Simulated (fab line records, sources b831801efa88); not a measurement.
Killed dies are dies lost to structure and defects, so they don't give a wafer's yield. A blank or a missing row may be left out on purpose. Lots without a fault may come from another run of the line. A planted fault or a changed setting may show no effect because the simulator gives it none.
Which tool did it? | flow sky130 | 10 lots, 30 wafers sampled, at 5 steps of a route of 708

WHAT THE GAUGES READ, wafer by wafer
SKY_LI_CONTACT_RS_MEAS_22: measures by four-point-probe. Usual: LI_CONTACT_W_RS 0.286 ohm/sq, standard deviation 0.0034.
lot  | measured     | on            | LI_CONTACT_W_RS (ohm/sq) | flag
L424 | day 29 07:06 | film_metro-04 | 0.285 0.286 0.284        |
L425 | day 29 15:31 | film_metro-01 | 0.291 0.291 0.285        |
L426 | day 30 03:34 | film_metro-01 | 0.291 0.288 0.290        |
L427 | day 30 09:26 | film_metro-01 | 0.284 0.288 0.287        |
L430 | day 31 09:46 | film_metro-02 | 0.288 0.283 0.288        |
L433 | day 32 12:41 | film_metro-01 | 0.293 0.291 0.290        |
L434 | day 33 03:26 | film_metro-04 | 0.283 0.288 0.283        |
L436 | day 33 10:59 | film_metro-04 | 0.285 0.286 0.284        |
L445 | day 36 10:14 | film_metro-02 | 0.282 0.280 0.282        |
L446 | day 36 13:06 | film_metro-01 | 0.287 0.289 0.288        |

SKY_CONTACT_THK_MEAS_03. Usual: CONTACT_HDPCVD_THK 563 nm, standard deviation 7.6.
lot  | measured     | on            | CONTACT_HDPCVD_THK (nm) | flag
L424 | day 30 14:10 | film_metro-01 | 576 570 560             |
L425 | day 30 22:07 | film_metro-04 | 554 559 571             |
L426 | day 31 09:51 | film_metro-03 | 566 565 566             |
L427 | day 31 15:20 | film_metro-01 | 558 566 566             |
L430 | day 32 15:25 | film_metro-01 | 577 576 579             |
L433 | day 33 18:19 | film_metro-01 | 552 552 676             | OFF
L434 | day 34 08:31 | film_metro-01 | 682 552 572             | OFF
L436 | day 34 16:30 | film_metro-01 | 561 559 566             |
L445 | day 37 14:23 | film_metro-01 | 563 560 561             |
L446 | day 37 17:28 | film_metro-01 | 563 561 564             |

WHICH TOOL RAN EACH LOT (tool, then ch and the chambers of the sampled wafers, then the start)
lot  | SKY_LI_CONTACT_CMP_24         | SKY_LOCAL_INTERCONNECT_STRIP_15      | SKY_CONTACT_HDPCVD_02
L424 | cmp-01 ch 0,1,2, day 29 07:22 | plasma_asher-04 ch 0,1, day 30 13:19 | hdpcvd-01 ch 0,1,2, day 30 14:05
L425 | cmp-02 ch 0,2,3, day 29 15:50 | plasma_asher-04 ch 0,1, day 30 21:22 | hdpcvd-01 ch 0,2, day 30 22:03
L426 | cmp-01 ch 1,2,3, day 30 03:50 | plasma_asher-02 ch 0,1, day 31 09:05 | hdpcvd-02 ch 0,1, day 31 09:46
L427 | cmp-01 ch 1,3, day 30 09:37   | plasma_asher-04 ch 1, day 31 14:31   | hdpcvd-02 ch 0,1,2, day 31 15:16
L430 | cmp-01 ch 0,1,3, day 31 10:01 | plasma_asher-01 ch 0,1, day 32 14:34 | hdpcvd-01 ch 0,1, day 32 15:20
L433 | cmp-01 ch 0,1,2, day 32 12:51 | plasma_asher-02 ch 0,1, day 33 17:32 | hdpcvd-01 ch 1,2, day 33 18:14
L434 | cmp-01 ch 2,3, day 33 03:37   | plasma_asher-01 ch 0,1, day 34 07:46 | hdpcvd-01 ch 0,1,2, day 34 08:26
L436 | cmp-01 ch 0,1,3, day 33 11:08 | plasma_asher-01 ch 0,1, day 34 15:43 | hdpcvd-02 ch 0,1,2, day 34 16:25
L445 | cmp-01 ch 1,2,3, day 36 10:31 | plasma_asher-01 ch 0,1, day 37 13:38 | hdpcvd-02 ch 0,1,2, day 37 14:20
L446 | cmp-02 ch 1,2,3, day 36 13:22 | plasma_asher-04 ch 0,1, day 37 16:40 | hdpcvd-02 ch 0,1,2, day 37 17:23
- SKY_LI_CONTACT_CMP_24: polishes, stops on PSG, t overpolish 20 s, target thk 0 nm.
- SKY_LOCAL_INTERCONNECT_STRIP_15: strips in O2/N2.
- SKY_CONTACT_HDPCVD_02: deposits SiO2, target thk 565 nm, time 94.2 s.

WHAT THE TOOLS THEMSELVES READ (means of the sampled wafers that have a number; where no wafer has one, the mark that the record gives instead)
SKY_LI_CONTACT_CMP_24. Usual: motor_current_A 11.0 A, standard deviation 1.5; overpolish_run_s 20.000 s, standard deviation 0.0094; slurry_filter_dp_kPa 13.51 kPa, standard deviation 0.15; slurry_flow_ml_min 150.1, standard deviation 0.48; time_to_endpoint_s 95 s, standard deviation 4.2.
lot  | tool   | motor_current_A (A) | overpolish_run_s (s) | slurry_filter_dp_kPa (kPa) | slurry_flow_ml_min | time_to_endpoint_s (s) | flag
L424 | cmp-01 | 11.8                | 20.003               | 13.55                      | 149.9              | 97                     |
L425 | cmp-02 | 11.0                | 20.000               | 13.51                      | 150.1              | 98                     |
L426 | cmp-01 | 11.8                | 19.999               | 13.51                      | 150.2              | 87                     |
L427 | cmp-01 | 11.3                | 20.007               | 13.51                      | 150.5              | 89                     |
L430 | cmp-01 | 10.4                | 20.000               | 13.53                      | 150.3              | 94                     |
L433 | cmp-01 | 11.6                | 20.003               | 13.54                      | 149.6              | 93                     |
L434 | cmp-01 | 11.7                | 20.004               | 13.47                      | 150.0              | 94                     |
L436 | cmp-01 | 10.8                | 19.998               | 13.47                      | 150.1              | 95                     |
L445 | cmp-01 | 11.8                | 20.001               | 13.39                      | 150.5              | 93                     |
L446 | cmp-02 | 11.7                | 20.004               | 13.50                      | 149.9              | 90                     |

SKY_LOCAL_INTERCONNECT_STRIP_15. Usual: chamber_pressure_mTorr 1500.0 mTorr, standard deviation 1.2; drypump_motor_current_A 5.9 A, standard deviation 0.41; oes_product_au 0.427 a.u., standard deviation 0.0045; strip_time_to_endpoint_s 4.729 s, standard deviation 0.023.
lot  | tool            | chamber_pressure_mTorr (mTorr) | drypump_motor_current_A (A) | oes_product_au (a.u.) | strip_time_to_endpoint_s (s) | flag
L424 | plasma_asher-04 | 1500.3                         | 5.5                         | 0.424                 | 4.719                        |
L425 | plasma_asher-04 | 1499.5                         | 5.8                         | 0.429                 | 4.715                        |
L426 | plasma_asher-02 | 1499.6                         | 5.9                         | 0.430                 | 4.759                        |
L427 | plasma_asher-04 | 1500.8                         | 6.0                         | 0.426                 | 4.723                        |
L430 | plasma_asher-01 | 1500.8                         | 6.3                         | 0.426                 | 4.712                        |
L433 | plasma_asher-02 | 1500.8                         | 5.9                         | 0.432                 | 4.724                        |
L434 | plasma_asher-01 | 1500.4                         | 6.4                         | 0.429                 | 4.713                        |
L436 | plasma_asher-01 | 1499.6                         | 6.3                         | 0.428                 | 4.770                        |
L445 | plasma_asher-01 | 1499.4                         | 6.3                         | 0.424                 | 4.689                        |
L446 | plasma_asher-04 | 1500.0                         | 5.5                         | 0.425                 | 4.734                        |

SKY_CONTACT_HDPCVD_02. Usual: sih4_flow_sccm 60.02 sccm, standard deviation 0.19; susceptor_temp_C 600.00 C, standard deviation 0.28.
lot  | tool      | sih4_flow_sccm (sccm) | susceptor_temp_C (C) | flag
L424 | hdpcvd-01 | 60.12                 | 600.05               |
L425 | hdpcvd-01 | 59.90                 | 600.01               |
L426 | hdpcvd-02 | 60.12                 | 600.03               |
L427 | hdpcvd-02 | 59.90                 | 600.03               |
L430 | hdpcvd-01 | 59.90                 | 599.96               |
L433 | hdpcvd-01 | 63.92                 | 600.03               | OFF
L434 | hdpcvd-01 | 64.16                 | 600.05               | OFF
L436 | hdpcvd-02 | 59.93                 | 599.90               |
L445 | hdpcvd-02 | 60.11                 | 600.08               |
L446 | hdpcvd-02 | 60.02                 | 600.17               |

THE ANSWER, worked out from the rows above alone
Rule: a lot is off if the mean of its wafers that have a number lies more than 3 standard deviations from the usual mean. A lot without any number at a reading at which 4 lots or more have one is off too. The other lots that the step has rows for count as sound. The gauges are gone through in route order, then the tools' own readings, and for those a lot's mean is taken as printed above. The first step at which some lot is off is used, and at that step the reading that is off furthest; a lot without a number counts as furthest.
Off: L433, L434, at SKY_CONTACT_THK_MEAS_03 (CONTACT_HDPCVD_THK).
A tool fits if, at a process step before that reading, it ran every lot that is off, and no sound lot after the first of them. The gauges at SKY_CONTACT_THK_MEAS_03 aren't tried: what is off there is off at SKY_CONTACT_HDPCVD_02 too, on other tools, and a gauge's error can't cause that. One fits: hdpcvd-01 at SKY_CONTACT_HDPCVD_02. Its last sound lot is L430 (day 32 15:20), its first lot that is off L433 (day 33 18:14): a fault that began between those two fits.
The tool's own readings at SKY_CONTACT_HDPCVD_02 bear it out: on the lots that are off they differ by more than 5 times the standard deviation of the sound lots' means. sih4_flow_sccm reads 64.04 sccm there against 60.00 sccm on the sound lots.

WHAT THE SIMULATOR HAD PUT IN
Process parameter drift: hdpcvd-01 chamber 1, from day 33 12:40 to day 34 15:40, at SKY_CONTACT_HDPCVD_02. Setting sih4_flow_sccm, moved by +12, from 60. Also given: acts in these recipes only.
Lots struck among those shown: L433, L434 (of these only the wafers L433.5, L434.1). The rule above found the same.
